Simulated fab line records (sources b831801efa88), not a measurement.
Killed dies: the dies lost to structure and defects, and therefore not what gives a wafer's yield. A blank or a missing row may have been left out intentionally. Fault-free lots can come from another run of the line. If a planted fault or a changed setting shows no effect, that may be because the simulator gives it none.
Which of the tools did it? -- flow gf180mcu -- 15 lots, 45 wafers sampled, at 3 steps of a route of 602

## WHAT THE GAUGES READ, wafer by wafer
GF_V2_RS_MEAS_24: measurement is done with a four-point probe. Usual: V2_W_RS 0.329 ohm/sq, standard deviation 0.0045.
lot,measured,on,V2_W_RS (ohm/sq),flag
L774,day 20 09:38,film-metro-02,0.325 0.329 0.317,
L775,day 20 19:26,film-metro-01,0.324 0.323 0.327,
L776,day 21 01:15,film-metro-02,0.330 0.331 0.323,
L786,day 24 17:49,film-metro-02,0.327 0.329 0.324,
L787,day 25 01:01,film-metro-04,0.331 0.331 0.326,
L788,day 25 05:38,film-metro-04,0.325 0.328 0.327,
L790,day 25 23:12,film-metro-04,0.332 0.325 0.329,
L792,day 26 11:43,film-metro-04,0.333 0.333 0.333,
L793,day 26 19:53,film-metro-02,0.322 0.320 0.323,
L794,day 27 04:41,film-metro-02,0.329 0.326 0.324,
L795,day 27 16:23,film-metro-02,0.323 0.326 0.320,
L796,day 27 17:56,film-metro-01,0.322 0.331 0.320,

## WHAT TOOL EACH LOT RAN ON (gives the tool, then ch and the chambers of the sampled wafers, and finally the start)
lot,GF_SAB_DEVELOP_08,GF_M1_SPUTTER_00
L774,"litho-track-02 ch 0, day 15 04:34","pvd-sputter-04, day 16 05:06"
L775,"litho-track-04 ch 0, day 15 13:14","pvd-sputter-01, day 16 13:57"
L776,"litho-track-02 ch 0, day 15 18:01","pvd-sputter-01, day 16 19:33"
L777,"litho-track-02, day 16 09:20",-
L778,"litho-track-02, day 16 14:19",-
L779,"litho-track-04, day 17 01:40",-
L786,"litho-track-02 ch 0, day 19 13:17","pvd-sputter-04, day 20 16:58"
L787,"litho-track-04 ch 0, day 19 20:46","pvd-sputter-03, day 21 00:20"
L788,"litho-track-04 ch 0, day 20 03:44","pvd-sputter-01, day 21 06:57"
L790,"litho-track-04 ch 0, day 20 22:55","pvd-sputter-01, day 22 02:04"
L792,"litho-track-03 ch 0, day 21 15:13","pvd-sputter-03, day 22 16:30"
L793,"litho-track-02 ch 0, day 21 21:47","pvd-sputter-01, day 22 23:19"
L794,"litho-track-02 ch 0, day 22 07:56","pvd-sputter-01, day 23 09:04"
L795,"litho-track-03 ch 0, day 22 19:57","pvd-sputter-04, day 23 21:53"
L796,"litho-track-03 ch 0, day 22 23:03","pvd-sputter-01, day 24 00:19"
- GF_SAB_DEVELOP_08: develop time 60 s.
- GF_M1_SPUTTER_00: material Ti, target thk 37.5 nm, time 150 s.

## WHAT THE TOOLS THEMSELVES READ (means of the sampled wafers that have a number; where no wafer has one, the mark that the record gives instead)
GF_SAB_DEVELOP_08. Usual: chill-plate-temp-C reads 22.96 C (standard deviation 0.11).
lot,tool,chill-plate-temp-C (C),flag
L774,litho-track-02,22.99,
L775,litho-track-04,22.94,
L776,litho-track-02,22.93,
L777,litho-track-02,-,OFF
L778,litho-track-02,-,OFF
L779,litho-track-04,-,OFF
L786,litho-track-02,23.01,
L787,litho-track-04,22.96,
L788,litho-track-04,23.00,
L790,litho-track-04,23.04,
L792,litho-track-03,22.96,
L793,litho-track-02,22.80,
L794,litho-track-02,22.99,
L795,litho-track-03,22.94,
L796,litho-track-03,23.09,

GF_M1_SPUTTER_00. Usual: throttle-valve-pct reads 30.2 % (standard deviation 1.4).
lot,tool,throttle-valve-pct (%),flag
L774,pvd-sputter-04,29.6,
L775,pvd-sputter-01,30.2,
L776,pvd-sputter-01,30.0,
L786,pvd-sputter-04,29.5,
L787,pvd-sputter-03,30.2,
L788,pvd-sputter-01,30.4,
L790,pvd-sputter-01,29.8,
L792,pvd-sputter-03,29.9,
L793,pvd-sputter-01,29.5,
L794,pvd-sputter-01,29.7,
L795,pvd-sputter-04,30.1,
L796,pvd-sputter-01,30.1,

## THE ANSWER, worked out from the rows above alone
Rule: a lot counts as off when the mean over its wafers that have a number is more than 3 standard deviations away from the usual mean. Also off: a lot with no number at a reading for which 4 or more lots have one. The other lots that the step has rows for count as sound. The gauges are gone through in route order, then the tools' own readings, and for those a lot's mean is taken as printed above. At the first step where some lot is off, the reading lying furthest off is the one used; lots without a number count as furthest.
Off: L777, L778, L779 (GF_SAB_DEVELOP_08, chill-plate-temp-C). Without a number there: L777, L778, L779.
If a tool, at that step or one of the process steps before it, ran each lot that is off and ran no sound lot following the first of them, it fits. Of those tried, none fits.

## WHAT THE SIMULATOR HAD INSERTED
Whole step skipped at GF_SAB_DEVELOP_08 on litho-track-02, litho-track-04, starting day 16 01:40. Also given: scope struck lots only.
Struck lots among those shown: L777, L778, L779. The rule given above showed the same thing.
